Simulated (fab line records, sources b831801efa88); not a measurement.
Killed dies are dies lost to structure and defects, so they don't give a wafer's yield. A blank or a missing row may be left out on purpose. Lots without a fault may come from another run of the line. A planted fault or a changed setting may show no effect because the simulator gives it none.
Problem report in the 8D (eight disciplines) form, filled by code | flow gf180mcu | the parts of the form that need people (team, actions taken, sign-off) are left out

1. THE PROBLEM
STI_OXIDATION_02_THK at GF_STI_THK_MEAS_30 reads a mean of 7.83 nm on 6 wafers of 2 lots; wafers without a fault read 9.95 nm with a standard deviation of 0.19. That is -11 standard deviations from the usual mean.
First seen on wafer L227.1, day 5 20:37, on film_metro-02. The record holds 36 wafers of 12 lots with a number at this step. Rule for "out", or "out of limits": more than 4 standard deviations from the usual mean. The other wafers with a number count as sound.

2. WHAT IT IS AND WHAT IT IS NOT
question                    | is                           | is not
which readings at this step | STI_OXIDATION_02_THK         | -
which lots                  | L227, L229                   | L211, L212, L213, L214, L215, L216, L218, L219, L221, L223
which wafers of those lots  | all that have a number       | -
read on which gauges        | film_metro-01, film_metro-02 | film_metro-04
when                        | from day 5 20:37             | up to then (30 sound wafers)

3. SUSPECTS, AND WHAT RULES EACH OUT
Counting: a tool at a process step up to the reading stays a suspect if it ran every lot that is out and no sound lot after the first of them.
- the gauge at GF_STI_THK_MEAS_30: ruled out. The wafers that are out were read on 2 gauges (film_metro-01, film_metro-02).
- furnace-01 at GF_STI_OXIDATION_29 (stabilise 600 s, purge 300 s, target thk 10 nm): kept. It ran every lot that is out, first L227 (day 5 19:14), and no sound lot after that; its last sound lot up to then is L221 (day 4 16:47). Its own readings are out on those wafers: spike_tc_bottom_C, spike_tc_centre_C, spike_tc_lower_C, spike_tc_top_C, spike_tc_upper_C, tube_center_temp_C, tube_center_temp_C_max.
Left after counting: furnace-01 at GF_STI_OXIDATION_29.

4. THE CAUSE (what the simulator had put in)
Process parameter drift: furnace-01, from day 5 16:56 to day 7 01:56, at GF_STI_OXIDATION_29. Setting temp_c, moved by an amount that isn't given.
Counting left only this tool.

5. THE CHAIN OF EFFECTS, in route order
Each row: a reading whose mean over the struck wafers that have a number lies more than 3 standard deviations from the usual. Only readings for which the record gives a usual standard deviation are gone through. hours: the time from each lot's start at the first step in this table that gives one to its start at this step, as a median over the lots. sigmas: the change in usual standard deviations.
hours | step                | reading                | usual    | on struck wafers | change | sigmas
0     | GF_STI_OXIDATION_29 | spike_tc_bottom_C      | 917.5 C  | 894.6            | -22.9  | -11
0     | GF_STI_OXIDATION_29 | spike_tc_centre_C      | 900.3 C  | 879.0            | -21.3  | -21
0     | GF_STI_OXIDATION_29 | spike_tc_lower_C       | 901.3 C  | 879.7            | -21.6  | -18
0     | GF_STI_OXIDATION_29 | spike_tc_top_C         | 911.0 C  | 890.3            | -20.7  | -19
0     | GF_STI_OXIDATION_29 | spike_tc_upper_C       | 901.0 C  | 879.9            | -21.1  | -21
0     | GF_STI_OXIDATION_29 | tube_center_temp_C     | 899.99 C | 878.51           | -21.48 | -99 or more
0     | GF_STI_OXIDATION_29 | tube_center_temp_C_max | 902.3    | 881.0            | -21.2  | -46
1     | GF_STI_THK_MEAS_30  | STI_OXIDATION_02_THK   | 9.95 nm  | 7.83             | -2.12  | -11
The process steps in it:
- GF_STI_OXIDATION_29: stabilise 600 s, purge 300 s, target thk 10 nm.
Later measuring or inspecting steps at which every struck wafer that the step has a row for has a number for every such reading, and none has moved that far: GF_PSD_TW_MEAS_11.

6. WHAT WOULD HAVE CAUGHT IT SOONER
In this record the first reading out of limits at a measuring or inspecting step was taken at day 5 20:37, 4 hours after the fault began at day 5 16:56.
The tool's own readings at GF_STI_OXIDATION_29 were out on every struck wafer that the step has a row for (spike_tc_bottom_C, spike_tc_centre_C, spike_tc_lower_C, spike_tc_top_C, spike_tc_upper_C, tube_center_temp_C, tube_center_temp_C_max): an alarm limit on them would have fired on the first of those.
Of the lots that are out (2), L229 began GF_STI_OXIDATION_29 on furnace-01 after day 5 20:37. A hold on the tool at that time would have spared it.
